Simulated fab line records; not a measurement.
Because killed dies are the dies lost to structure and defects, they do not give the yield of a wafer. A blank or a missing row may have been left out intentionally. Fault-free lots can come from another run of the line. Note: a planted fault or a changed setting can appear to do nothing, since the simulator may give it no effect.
A lot that was struck, set against a sound lot ; flow sky130 ; 14 out of 708 route steps
Sound: the wafers L884.1, L884.2, L884.3. Wafers struck: L890.1, L890.2, L890.5. The cause comes at the end.
Order at every step that has rows: each side's tool, ch and its chambers, its first start. Under that, the readings that differ: sound wafers ; struck wafers ; difference of the means ; sigmas: that difference in standard deviations of wafers without a fault.
alike: words and numbers the same on both sides, and readings whose means are apart by under 2 such deviations; not compared: readings that were withheld, readings missing a value for some wafer, numbers with overlapping values and no deviation given by the record, and bounds like >300 which may hide the same value.
A row with sigmas, a row that says differs or no value, or rows on one side alone: a step with any of these is where the two part. When numbers do not overlap yet have no deviation, they are printed without sigmas and do not part them. A reading that every wafer of one side lacks parts them only if that side has two wafers or more.

first, 4 steps without rows for these wafers: SKY_METAL1_STRIP_21 (strips in post etch residue remover, time 1200 s); SKY_METAL1_CLEAN_22 (cleans in IPA, time 180 s); SKY_METAL1_CLEAN_23 (cleans in O3/DIW); SKY_VIA1_HDPCVD_00 (deposits SiO2, target thk 1030 nm, time 171.7 s).
SKY_VIA1_THK_MEAS_01:
  sound on film-metro-04 at day 33 06:14; struck on film-metro-03 at day 35 04:56
  alike: VIA1_HDPCVD_THK
SKY_VIA1_CMP_02: polishes SiO2.
  sound on cmp-01 ch 0,1,3, day 33 06:18; struck on cmp-01 ch 0,2,3, day 35 05:03
  alike: motor-current-A, retaining-ring-pressure-frac
SKY_VIA1_BOW_MEAS_03:
  sound on film-metro-04 at day 33 06:36; struck on film-metro-04 at day 35 05:18
  alike: VIA1_BOW
then, 5 steps without rows for these wafers: SKY_VIA1_DEHYDRATE_04 (time 60 s); SKY_VIA1_HMDS_05 (prime time 60 s); SKY_VIA1_COAT_06 (resist thk 60 nm); SKY_VIA1_COAT_07 (resist thk 450 nm); SKY_VIA1_SOFTBAKE_08 (time 90 s).
SKY_VIA1_EXPOSE_09: exposes mask VIM, target cd 150 nm.
  sound on krf-scanner-01 ch 0, day 33 20:09; struck on krf-scanner-02, day 35 18:43
  no value came back on the struck wafers for exposure-dose-mJ-cm2, focus-offset-nm (nm), reticle-temp-C (C); on the sound wafers exposure-dose-mJ-cm2 reads 37.97 37.99 37.96
  alike: mask
then, 1 step without rows for these wafers: SKY_VIA1_PEB_10.

== WHERE THEY PART ==
Only at SKY_VIA1_EXPOSE_09, within this record.

WHY: whatever the simulator had introduced
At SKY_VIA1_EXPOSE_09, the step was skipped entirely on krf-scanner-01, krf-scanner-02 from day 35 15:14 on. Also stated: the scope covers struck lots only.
